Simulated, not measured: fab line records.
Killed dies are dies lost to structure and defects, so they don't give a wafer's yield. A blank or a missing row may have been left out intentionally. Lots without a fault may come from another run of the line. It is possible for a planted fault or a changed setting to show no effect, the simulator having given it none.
The tool behind it: which one? -- flow sfq-line -- at 1 step of a route of 325, 7 lots with 21 wafers sampled

== WHAT THE GAUGES READ, wafer by wafer ==
SFQ_M2_OVL_MEAS_916.
lot,measured,on,M2_OVL (nm)
L791,day 23 21:53,overlay-01,4 8 4
L800,day 34 23:07,overlay-02,0 4 2
L802,day 35 07:31,overlay-01,2 -2 -2
L804,day 37 13:53,overlay-02,2 -1 -2
L806,day 38 04:17,overlay-01,-6 -5 2
L808,day 38 06:41,overlay-01,11 12 12
L810,day 38 10:17,overlay-01,-2 -11 2

== WHAT TOOL EACH LOT RAN ON (gives the tool, then ch and the chambers of the sampled wafers, and finally the start) ==
The record shows no process step preceding these readings.

== THE ANSWER, worked out from the rows above alone ==
Rule: the usual values come from the lots themselves. The widest of any qualifying gaps counts: lots, ordered by their means at a reading, are off when they make up no more than a third of the lots, leave a main group of 4 or more, and stand apart from it by 3 or more times the standard deviation of that group's means. A main group whose means are all the same, to the digits that the tables above print for the reading, isn't used. A lot without any number at a reading at which 4 lots or more have one is off too. Any other lot the step has rows for is counted as sound.
No lot is off on any of the readings shown, so nothing can be concluded from this.

== WHAT HAD BEEN PUT IN BY THE SIMULATOR ==
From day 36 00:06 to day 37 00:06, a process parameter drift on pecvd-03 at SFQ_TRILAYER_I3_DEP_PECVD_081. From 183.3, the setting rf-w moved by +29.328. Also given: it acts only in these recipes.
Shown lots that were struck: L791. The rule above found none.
